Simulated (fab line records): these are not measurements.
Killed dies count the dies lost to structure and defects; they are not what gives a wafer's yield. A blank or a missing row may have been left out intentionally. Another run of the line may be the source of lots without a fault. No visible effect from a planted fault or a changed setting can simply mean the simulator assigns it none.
Chamber matching | flow gf180mcu | 4 sister chambers for GF_V5_CMP_26 on cmp-02
The step polishes, stops on SiO2, t overpolish 15 s, target thk 0 nm. 20 wafers are shown with their chamber, then 10 later ones without.

## WAFERS, EACH WITH ITS CHAMBER
wafer  | chamber | motor current A (A) | time to endpoint s (s) | overpolish run s (s)
L228.2 | 3       | 9.8                 | 87.2                   | 14.994
L228.4 | 2       | 13.3                | 85.1                   | 15.001
L228.5 | 0       | 10.8                | 86.0                   | 14.991
L229.1 | 2       | 12.7                | 84.0                   | 15.007
L229.2 | 3       | 9.9                 | 81.8                   | 15.009
L229.6 | 2       | 13.0                | 80.4                   | 14.994
L230.3 | 2       | 13.1                | 84.2                   | 15.002
L230.4 | 3       | 9.9                 | 81.9                   | 14.990
L230.5 | 3       | 10.4                | 81.5                   | 15.005
L232.2 | 2       | 12.5                | 88.4                   | 15.010
L232.3 | 1       | 10.8                | 84.5                   | 15.004
L232.6 | 1       | 11.1                | 81.6                   | 15.027
L235.1 | 3       | 9.7                 | 85.4                   | 15.000
L235.3 | 0       | 10.8                | 81.8                   | 15.015
L235.6 | 3       | 9.6                 | 81.8                   | 15.004
L236.1 | 3       | 9.3                 | 80.3                   | 14.988
L236.2 | 0       | 11.6                | 83.7                   | 14.985
L236.6 | 1       | 10.7                | 80.2                   | 14.992
L237.3 | 3       | 9.5                 | 82.8                   | 14.995
L237.4 | 1       | 11.3                | 82.0                   | 14.997

SIGNATURES (averages over the wafers above)
reading            | chamber 0 | chamber 1 | chamber 2 | chamber 3 | scatter within a chamber
motor current A    | 11.067    | 10.975    | 12.920    | 9.762     | 0.337
time to endpoint s | 83.833    | 82.075    | 84.420    | 82.838    | 2.35
overpolish run s   | 14.99700  | 15.00500  | 15.00280  | 14.99812  | 0.0105
Rule: for a wafer and a chamber, the distance is found by dividing, reading by reading, the gap between the wafer's reading and the chamber's mean by the reading's scatter, squaring, summing and taking the root. If the next closest chamber is less than 2 further off than the closest, the wafer can't be placed; otherwise it belongs to the closest. The scatter: the root of (the sum of the squares of (reading less its chamber's mean) over the shown wafers, divided by (wafers less chambers)).

## WAFERS MISSING THEIR CHAMBER
wafer  | motor current A (A) | time to endpoint s (s) | overpolish run s (s)
L237.5 | 10.0                | 81.4                   | 15.004
L240.3 | 12.9                | 82.0                   | 14.987
L240.4 | 10.8                | 80.7                   | 15.002
L240.6 | 10.9                | 83.9                   | 14.996
L249.1 | 10.9                | 81.8                   | 14.995
L249.2 | 10.7                | 81.2                   | 15.006
L249.5 | 11.8                | 82.5                   | 15.009
L251.4 | 12.9                | 82.5                   | 15.011
L251.5 | 10.9                | 79.3                   | 14.982
L251.6 | 12.8                | 81.8                   | 14.994

## WHICH CHAMBER EACH ONE RAN IN
wafer  | from the rows above          | in truth
L237.5 | can't be placed: 3 or 1      | 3
L240.3 | 2                            | 2
L240.4 | can't be placed: 1 or 0      | 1
L240.6 | can't be placed: 0 or 1      | 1
L249.1 | can't be placed: 1 or 0      | 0
L249.2 | can't be placed: 1 or 0      | 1
L249.5 | can't be placed: 1 or 0 or 2 | 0
L251.4 | 2                            | 2
L251.5 | can't be placed: 0 or 1 or 3 | 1
L251.6 | 2                            | 2
3 of 10 placed correctly. Can't be placed from these rows: 7 (the true chamber is among the candidates in 7). Wrongly placed: 0.
